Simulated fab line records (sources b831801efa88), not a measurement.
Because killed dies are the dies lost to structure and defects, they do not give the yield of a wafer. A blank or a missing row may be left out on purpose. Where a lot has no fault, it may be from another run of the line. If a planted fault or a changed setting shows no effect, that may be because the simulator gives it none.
fab line records	flow gf180mcu
record lots=6	wafers=18	last-day=34
route steps=602 shown V3@440 M4@456
lots untouched by any fault: they come from a run of this same line in which no faults occurred
start-h: hours from the record's opening day to when the first of the lot's shown wafers began	wait-h: hours since the lot's step before	" same as the row above	L1.1+2: a row that stands for several wafers	- no value, or no start was given	* or withheld: withheld	< > ~ a bound
route shown NAME@n: NAME is a module with steps in the file, n the number in the route of the first one	usual: mean/standard deviation taken from wafers without a fault	same: alike in all rows	chamber/n: place in a boat	sites: each site's reading	_std_site: standard deviation across them	_edge_site: mean of outer sites minus mean of inner sites	radius-mm: for every site, how far away it sits from the centre of the wafer	mask NAME#n: copy n	behind: the most recent tool/chamber to have shaped the wafer	hold: the reason the lot was held/the length of the hold in hours/how it ended	device: the n, p or np transistor that did not switch	end of line: the tests these same wafers got at the end of their route	step lacking rows: just its recipe	killed: the dies lost at the first sort to structure and to defects; this is not the yield of the wafer	map: shows each die of a wafer: x if killed, . if not, _ if none is there
set.NAME: the setting the step ran with; set.NAME@STEP: the setting that earlier step ran with	model.NAME: the simulator's own value behind a step, which no gauge read
lots at some steps of the route; a table a step, a row a wafer
services: from which hour (start-h, from the record's first day; less than 0 if before it) a tool's chamber was out of use, for how many hours, and why
## steps
# step GF_V3_EXPOSE_11
# recipe mask-id=Via3	target-cd-nm=260	na=0.68	source-shape=conventional	sigma-outer=0.6	dose-mj=38
# step GF_V3_PEB_12
# recipe peb-temp-c=135	peb-time-s=90	resist=KrF
# step GF_V3_DEVELOP_13
# recipe develop-time-s=60	resist=KrF	dev-temp-c=21
# step GF_V3_CD_MEAS_14
# recipe target-cd-nm=260
# usual cd-nm=260.0/1.3
lot.wafer	tool	chamber	start-h	wait-h	cd-nm
L786.2	cd-sem-02	-	538.55	0.1	261.2
L786.3	"	-	"	"	260.3
L786.5	"	-	"	"	261.5
L788.1	cd-sem-02	-	559.88	0.1	259.2
L788.4	"	-	"	"	258.6
L788.5	"	-	"	"	259.0
L789.1	cd-sem-02	-	564.00	0.1	259.6
L789.2	"	-	"	"	260.9
L789.4	"	-	"	"	260.3
L790.1	cd-sem-02	-	568.20	0.1	262.4
L790.3	"	-	"	"	261.8
L790.5	"	-	"	"	262.1
L799.1	cd-sem-01	-	644.29	0.1	258.2
L799.2	"	-	"	"	258.3
L799.6	"	-	"	"	259.7
L805.3	cd-sem-01	-	675.82	0.1	261.8
L805.4	"	-	"	"	261.5
L805.5	"	-	"	"	261.8
# step GF_V3_OVL_MEAS_15
# usual V3_OVL=1/6
lot.wafer	tool	chamber	start-h	wait-h	V3_OVL[nm]
L786.2	overlay-01	-	538.65	0.1	-6
L786.3	"	-	"	"	0
L786.5	"	-	"	"	-5
L788.1	overlay-01	-	560.00	0.1	-7
L788.4	"	-	"	"	-3
L788.5	"	-	"	"	0
L789.1	overlay-02	-	564.12	0.1	-1
L789.2	"	-	"	"	-3
L789.4	"	-	"	"	-10
L790.1	overlay-02	-	568.32	0.1	-2
L790.3	"	-	"	"	1
L790.5	"	-	"	"	-1
L799.1	overlay-02	-	644.41	0.1	3
L799.2	"	-	"	"	-1
L799.6	"	-	"	"	-1
L805.3	overlay-01	-	675.91	0.1	6
L805.4	"	-	"	"	10
L805.5	"	-	"	"	10
# step GF_V3_ETCH_16
# recipe chemistry=N2/H2	target-depth-a=withheld	overetch-a=withheld	time-s=withheld	target=BARC	ion-energy-ev=200	source-w=500	bias-w=100	pressure-mtorr=30	n2-flow-sccm=100	h2-flow-sccm=200
# usual drypump-motor-current-A=5.7/0.32	oes-product-au=0.854/0.0048	throttle-valve-pct=13.224/0.0086
lot.wafer	tool	chamber	start-h	wait-h	drypump-motor-current-A	oes-product-au	throttle-valve-pct
L786.2	rie-diel-03	1	538.68	0.0	5.7	0.850	13.213
L786.3	"	0	"	"	5.5	0.859	13.226
L786.5	"	3	"	"	5.9	0.847	13.218
L788.1	rie-diel-02	3	560.03	0.0	5.1	0.849	13.210
L788.4	"	1	"	"	5.7	0.857	13.229
L788.5	"	1	"	"	5.6	0.851	13.229
L789.1	rie-diel-01	0	564.15	0.0	6.5	0.855	13.202
L789.2	"	3	"	"	5.7	0.857	13.208
L789.4	"	3	"	"	5.6	0.846	13.218
L790.1	rie-diel-03	3	568.35	0.0	5.9	0.857	13.231
L790.3	"	0	"	"	5.5	0.847	13.222
L790.5	"	1	"	"	5.7	0.853	13.220
L799.1	rie-diel-02	1	644.45	0.0	5.6	0.847	13.218
L799.2	"	0	"	"	5.1	0.851	13.232
L799.6	"	3	"	"	5.1	0.859	13.235
L805.3	rie-diel-01	0	675.93	0.0	6.5	0.860	13.227
L805.4	"	3	"	"	5.6	0.861	13.223
L805.5	"	1	"	"	6.0	0.849	13.224
# step GF_V3_ETCH_17
# recipe chemistry=C4F8/O2/Ar	mask-material=KrF	target=SiO2	stop-on=TiN	source-w=1500	bias-w=1200	pressure-mtorr=40	c4f8-flow-sccm=withheld	O2_flow_sccm=6	Ar_flow_sccm=300	time-s=withheld	target-depth-a=6350
# usual oes-product-au=0.855/0.0045
lot.wafer	tool	chamber	start-h	wait-h	oes-product-au
L786.2	rie-diel-03	1	-	-	0.845
L786.3	"	0	"	"	0.856
L786.5	"	3	"	"	0.856
L788.1	rie-diel-02	3	-	-	0.861
L788.4	"	1	"	"	0.858
L788.5	"	1	"	"	0.852
L789.1	rie-diel-01	0	-	-	0.853
L789.2	"	3	"	"	0.858
L789.4	"	3	"	"	0.853
L790.1	rie-diel-03	3	-	-	0.852
L790.3	"	0	"	"	0.854
L790.5	"	1	"	"	0.846
L799.1	rie-diel-02	1	-	-	0.858
L799.2	"	0	"	"	0.851
L799.6	"	3	"	"	0.852
L805.3	rie-diel-01	0	-	-	0.853
L805.4	"	3	"	"	0.857
L805.5	"	1	"	"	0.854
# step GF_V3_STRIP_18
# recipe chemistry=O2/N2	power-w=1400	pressure-mtorr=1500	platen-temp-c=250	o2-flow-sccm=3000	n2-flow-sccm=300	overash-fraction=0.5
# usual drypump-motor-current-A=5.9/0.58	heater-power-w=325/12	oes-product-au=0.592/0.005
lot.wafer	tool	chamber	start-h	wait-h	drypump-motor-current-A	heater-power-w	oes-product-au	rf-hours-counter-h
L786.2	plasma-asher-03	1	538.81	-	6.6	335	0.586	75
L786.3	"	1	"	"	6.5	329	0.586	-
L786.5	"	0	"	"	5.5	328	0.596	-
L788.1	plasma-asher-02	1	560.16	-	5.5	311	0.584	12
L788.4	"	1	"	"	5.5	304	0.592	-
L788.5	"	0	"	"	6.6	311	0.593	-
L789.1	plasma-asher-03	1	564.28	-	6.6	338	0.584	78
L789.2	"	0	"	"	5.5	342	0.595	78
L789.4	"	0	"	"	5.5	337	0.584	-
L790.1	plasma-asher-03	0	568.48	-	5.5	338	0.600	78
L790.3	"	0	"	"	5.5	327	0.589	-
L790.5	"	1	"	"	6.6	332	0.597	-
L799.1	plasma-asher-03	0	644.58	-	5.5	333	0.595	87
L799.2	"	1	"	"	6.6	331	0.599	87
L799.6	"	0	"	"	5.5	324	0.597	-
L805.3	plasma-asher-02	0	676.09	-	6.6	318	0.593	-
L805.4	"	1	"	"	5.5	297	0.590	-
L805.5	"	0	"	"	6.5	323	0.596	-
# step GF_V3_STRIP_19
# recipe chemistry=post-etch-residue-remover	time-s=1200	temp-c=72.5
# step GF_V3_CLEAN_20
# recipe chemistry=DIW	dry=n2-spin
# step GF_V3_SPUTTER_21
# recipe material=Ti	target-thk-nm=15	chamber-pressure-pa=5	power-w=2500	substrate-temp-c=200	time-s=80.02
# step GF_V3_SPUTTER_22
# recipe material=TiN	target-thk-nm=10	chamber-pressure-pa=5	power-w=4000	time-s=40
# usual cathode-dc-power-W=4000.0/0.74	throttle-valve-pct=30.0/1.1
lot.wafer	tool	chamber	start-h	wait-h	cathode-dc-power-W	throttle-valve-pct
L786.2	pvd-sputter-02	-	539.41	0.0	3999.5	29.0
L786.3	"	-	"	"	4001.5	31.3
L786.5	"	-	"	"	3999.5	30.2
L788.1	pvd-sputter-04	-	560.76	0.0	3999.2	28.7
L788.4	"	-	"	"	3998.9	29.8
L788.5	"	-	"	"	3999.8	30.0
L789.1	pvd-sputter-02	-	564.91	0.0	4000.3	30.3
L789.2	"	-	"	"	4000.7	31.8
L789.4	"	-	"	"	3997.3	29.2
L790.1	pvd-sputter-04	-	569.07	0.0	4001.8	29.8
L790.3	"	-	"	"	4000.8	29.6
L790.5	"	-	"	"	3999.4	29.7
L799.1	pvd-sputter-02	-	645.17	0.0	4001.2	29.1
L799.2	"	-	"	"	4000.5	31.8
L799.6	"	-	"	"	3999.2	32.1
L805.3	pvd-sputter-04	-	676.71	0.0	3999.2	30.0
L805.4	"	-	"	"	3999.4	28.7
L805.5	"	-	"	"	3999.8	29.7
# step GF_V3_CVD_23
# recipe material=W	target-thk-nm=350	time-s=104.9	temp-c=400	pressure-torr=40
# usual heater-power-outer-w=530/33	heater-power-w=871/27	susceptor-temp-C=400.02/0.21
lot.wafer	tool	chamber	start-h	wait-h	heater-power-outer-w	heater-power-w	susceptor-temp-C	model.W_of_V3_CVD_23.thk-nm
L786.2	cvd-w-01	0	539.44	0.0	530	872	400.14	351.1
L786.3	"	1	"	"	489	853	400.08	354
L786.5	"	0	"	"	535	857	400.13	351.5
L788.1	cvd-w-01	1	560.80	0.0	527	891	408.89	414
L788.4	"	0	"	"	578	921	408.96	408.5
L788.5	"	0	"	"	579	924	408.97	405.8
L789.1	cvd-w-02	0	564.95	0.0	529	839	399.97	346.8
L789.2	"	1	"	"	570	925	399.99	345.7
L789.4	"	1	"	"	564	905	399.84	344.7
L790.1	cvd-w-01	0	569.11	0.0	562	902	409.15	411.6
L790.3	"	0	"	"	559	930	409.44	409.9
L790.5	"	0	"	"	548	899	409.11	409.1
L799.1	cvd-w-02	0	645.21	0.0	549	868	400.07	343.3
L799.2	"	1	"	"	561	921	400.23	344
L799.6	"	0	"	"	538	848	399.72	343.6
L805.3	cvd-w-02	1	676.78	0.1	566	937	399.84	345.4
L805.4	"	0	"	"	544	831	400.44	345.1
L805.5	"	1	"	"	586	933	400.12	345.8
# step GF_V3_RS_MEAS_24
# recipe thk-meas-gauge=four-point-probe	reads=W_of_V3_CVD_23+TiN_of_V3_SPUTTER_22+Ti_of_V3_SPUTTER_21
# usual V3_W_RS=0.330/0.0042
lot.wafer	tool	chamber	start-h	wait-h	V3_W_RS[ohm/sq]
L786.2	film-metro-01	-	539.58	0.1	0.327
L786.3	"	-	"	"	0.324
L786.5	"	-	"	"	0.326
L788.1	film-metro-04	-	560.92	0.1	0.277
L788.4	"	-	"	"	0.281
L788.5	"	-	"	"	0.282
L789.1	film-metro-04	-	565.07	0.1	0.330
L789.2	"	-	"	"	0.332
L789.4	"	-	"	"	0.333
L790.1	film-metro-01	-	569.23	0.1	0.278
L790.3	"	-	"	"	0.279
L790.5	"	-	"	"	0.280
L799.1	film-metro-02	-	645.33	0.1	0.333
L799.2	"	-	"	"	0.332
L799.6	"	-	"	"	0.333
L805.3	film-metro-04	-	676.90	0.1	0.333
L805.4	"	-	"	"	0.332
L805.5	"	-	"	"	0.332
# step GF_V3_THK_MEAS_25
# recipe thk-meas-gauge=xrf	reads=W_of_V3_CVD_23
# usual V3_W_THK=342/5.1
lot.wafer	tool	chamber	start-h	wait-h	V3_W_THK[nm]
L786.2	film-metro-01	-	539.69	0.1	345
L786.3	"	-	"	"	347
L786.5	"	-	"	"	344
L788.1	film-metro-04	-	561.04	0.1	407
L788.4	"	-	"	"	401
L788.5	"	-	"	"	398
L789.1	film-metro-04	-	565.19	0.1	344
L789.2	"	-	"	"	340
L789.4	"	-	"	"	340
L790.1	film-metro-01	-	569.35	0.1	400
L790.3	"	-	"	"	401
L790.5	"	-	"	"	398
L799.1	film-metro-02	-	645.45	0.1	339
L799.2	"	-	"	"	339
L799.6	"	-	"	"	340
L805.3	film-metro-04	-	677.00	0.1	347
L805.4	"	-	"	"	344
L805.5	"	-	"	"	346
# step GF_V3_CMP_26
# recipe stop-on=SiO2	down-force-psi=3.5	platen-rpm=60	t-overpolish-s=15	target-thk-nm=0	pad-velocity-m-s=0.94248
# usual motor-current-A=10.8/1.1	slurry-filter-dp-kPa=13.50/0.14	slurry-flow-ml-min=150.0/0.51	time-to-endpoint-s=85/4.8
lot.wafer	tool	chamber	start-h	wait-h	motor-current-A	slurry-filter-dp-kPa	slurry-flow-ml-min	time-to-endpoint-s
L786.2	cmp-01	0	539.74	0.0	11.8	13.39	149.7	84
L786.3	"	2	"	"	10.6	13.60	150.9	90
L786.5	"	1	"	"	11.7	13.47	149.9	87
L788.1	cmp-01	0	561.10	0.1	11.0	13.67	150.2	105
L788.4	"	1	"	"	13.3	13.47	150.2	103
L788.5	"	1	"	"	12.2	13.62	149.4	106
L789.1	cmp-02	0	565.25	0.1	10.4	13.77	149.8	80
L789.2	"	2	"	"	11.5	13.53	150.3	89
L789.4	"	3	"	"	11.0	13.40	149.9	90
L790.1	cmp-02	3	569.46	0.1	10.6	13.52	149.4	104
L790.3	"	0	"	"	10.4	13.53	151.0	95
L790.5	"	3	"	"	10.2	13.41	150.0	104
L799.2	cmp-01	2	645.51	0.0	10.5	13.46	150.0	85
L799.1	"	0	"	"	11.1	13.48	149.4	81
L799.6	"	2	"	"	10.4	13.54	150.5	87
L805.3	cmp-02	3	677.04	0.0	10.8	13.59	150.0	90
L805.4	"	0	"	"	11.1	13.43	150.6	80
L805.5	"	0	"	"	10.8	13.86	150.2	76
# step GF_M4_SPUTTER_00
# recipe material=Ti	target-thk-nm=37.5	arriving-ion-energy-ev=80	substrate-temp-c=200	chamber-pressure-pa=2	power-w=4000	time-s=150
# usual cathode-dc-power-W=4000.0/0.8	throttle-valve-pct=30.3/1.1
lot.wafer	tool	chamber	start-h	wait-h	cathode-dc-power-W	throttle-valve-pct
L786.2	pvd-sputter-03	-	540.04	0.2	3999.2	30.5
L786.3	"	-	"	"	4001.1	29.2
L786.5	"	-	"	"	3999.7	30.3
L788.1	pvd-sputter-02	-	561.40	0.2	3998.5	31.5
L788.4	"	-	"	"	3999.8	29.1
L788.5	"	-	"	"	3999.8	30.3
L789.1	pvd-sputter-01	-	565.55	0.2	4001.1	30.9
L789.2	"	-	"	"	4000.2	30.6
L789.4	"	-	"	"	3999.1	27.8
L790.1	pvd-sputter-02	-	569.71	0.2	4001.4	30.2
L790.3	"	-	"	"	4001.0	31.3
L790.5	"	-	"	"	3999.2	31.3
L799.1	pvd-sputter-01	-	645.81	0.1	4000.9	31.2
L799.2	"	-	"	"	4000.8	30.4
L799.6	"	-	"	"	4000.2	27.9
L805.3	pvd-sputter-01	-	677.34	0.2	3999.2	30.7
L805.4	"	-	"	"	3997.8	27.7
L805.5	"	-	"	"	3999.6	30.8
## services
tool	chamber	start-h	hours	kind
cmp-02	-	530.30	14.0	pm
rie-diel-02	-	536.88	2.8	repair
rie-diel-01	1	547.66	2.7	repair
cvd-w-01	-	549.62	0.3	repair
rie-diel-01	1	552.32	36.0	repair
pvd-sputter-02	-	555.71	0.6	repair
cmp-02	-	557.69	6.6	pm
rie-diel-02	2	560.71	9.8	repair
cmp-02	-	564.62	0.3	repair
rie-diel-02	0	566.88	6.3	repair
cmp-01	-	569.31	7.0	pm
cmp-02	-	572.22	4.0	pm
cmp-02	-	573.43	4.2	repair
cmp-02	-	584.12	2.1	repair
rie-diel-02	0	585.59	2.6	repair
pvd-sputter-04	-	585.82	1.3	repair
cmp-01	-	586.65	4.4	pm
rie-diel-03	-	590.12	0.9	repair
cvd-w-01	0	603.61	4.4	repair
rie-diel-03	2	638.81	1.4	repair
cmp-01	-	646.01	10.2	repair
rie-diel-03	1	655.48	12.8	repair
pvd-sputter-01	-	667.35	2.9	repair
rie-diel-02	3	669.64	2.6	repair
## key
first-sign step=GF_V3_CVD_23	reading=susceptor-temp-C	direction=up	sigmas=43	usual=*	struck=*
effect step=GF_V3_CVD_23	reading=heater-power-w	direction=up	sigmas=1.5	usual=871	struck=911
effect step=GF_V3_RS_MEAS_24	reading=V3_W_RS	direction=down	sigmas=12	usual=0.330	struck=0.279
effect step=GF_V3_THK_MEAS_25	reading=V3_W_THK	direction=up	sigmas=12	usual=342	struck=401
effect step=GF_V3_CMP_26	reading=time-to-endpoint-s	direction=up	sigmas=3.8	usual=*	struck=*
model-effect step=GF_V3_CVD_23	value=W_of_V3_CVD_23.thk-nm	without=348.4	struck=409.8
met-at GF_V3_CVD_23
struck-wafers L788.1,L788.4,L788.5,L790.1,L790.3,L790.5
onset-between 539.44 560.80
fault kind=process-parameter-drift	tool=cvd-w-01	chamber=-	onset-h=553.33	steps=GF_V3_CVD_23	channel=temp-c	offset=*	shape=step	end-h=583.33	acts-in=*	stated=*
